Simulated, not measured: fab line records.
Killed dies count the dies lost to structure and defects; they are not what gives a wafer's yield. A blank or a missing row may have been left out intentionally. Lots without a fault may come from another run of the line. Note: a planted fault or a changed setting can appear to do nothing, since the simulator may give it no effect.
The tool behind it: which one? | flow gf180mcu | 21 wafers from 7 lots sampled at 3 of the route's 602 steps

## WHAT EACH GAUGE READ, for each wafer
GF_V1_BOW_MEAS_05.
lot  | measured     | on            | V1_BOW (um)
L310 | day 17 21:36 | film_metro-02 | 94 87 91
L311 | day 18 08:32 | film_metro-01 | 90 77 85
L318 | day 20 16:56 | film_metro-01 | 80 82 77
L325 | day 22 21:47 | film_metro-01 | 61 59 50
L327 | day 23 18:10 | film_metro-03 | 50 57 46
L329 | day 24 05:54 | film_metro-01 | 85 92 77
L331 | day 25 10:41 | film_metro-02 | 92 73 77

## EACH LOT AND THE TOOL THAT RAN IT (in order: tool; ch and the chambers of the sampled wafers; start)
lot  | GF_M1_SPUTTER_00             | GF_V1_CVD_00
L310 | pvd_sputter-04, day 16 20:51 | hdpcvd-02 ch 0,2, day 17 20:55
L311 | pvd_sputter-02, day 17 07:22 | hdpcvd-02 ch 1,2, day 18 07:58
L318 | pvd_sputter-01, day 19 14:47 | hdpcvd-02 ch 1,2, day 20 16:20
L325 | pvd_sputter-02, day 21 21:06 | hdpcvd-01 ch 0,1,2, day 22 21:13
L327 | pvd_sputter-04, day 22 17:33 | hdpcvd-01 ch 1,2, day 23 17:34
L329 | pvd_sputter-02, day 23 05:52 | hdpcvd-02 ch 0,1, day 24 05:19
L331 | pvd_sputter-04, day 24 11:00 | hdpcvd-02 ch 0,1,2, day 25 10:07
- GF_M1_SPUTTER_00: material Ti, target thk 37.5 nm, time 150 s.
- GF_V1_CVD_00: deposits SiO2, target thk 600 nm, time 100 s.

## THE ANSWER, worked out from the rows above alone
Rule: what is usual is taken from the lots themselves. The widest of any qualifying gaps counts: lots, ordered by their means at a reading, are off when they make up no more than a third of the lots, leave a main group of 4 or more, and stand apart from it by 3 or more times the standard deviation of that group's means. If all means in a main group match to the digits the tables above print for the reading, that group is not used. A lot without any number at a reading at which 4 lots or more have one is off too. The other lots that the step has rows for count as sound.
Off: L325, L327, seen at GF_V1_BOW_MEAS_05 (V1_BOW). The main group: mean 84 um, standard deviation 3.9.
A tool fits if, at a process step before that reading, it ran every lot that is off, and no sound lot after the first of them. Those tools and the gauges at GF_V1_BOW_MEAS_05 are tried in the same way. One candidate fits, namely hdpcvd-01 at GF_V1_CVD_00. It ran no sound lot before its first lot that is off in this sample, so the start can't be narrowed down.

## WHAT HAD BEEN PUT IN BY THE SIMULATOR
Whole step skipped at GF_V1_CVD_00 on hdpcvd-01, starting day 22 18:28. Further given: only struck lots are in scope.
Struck lots among those shown: L325, L327. The rule above reached the same finding.
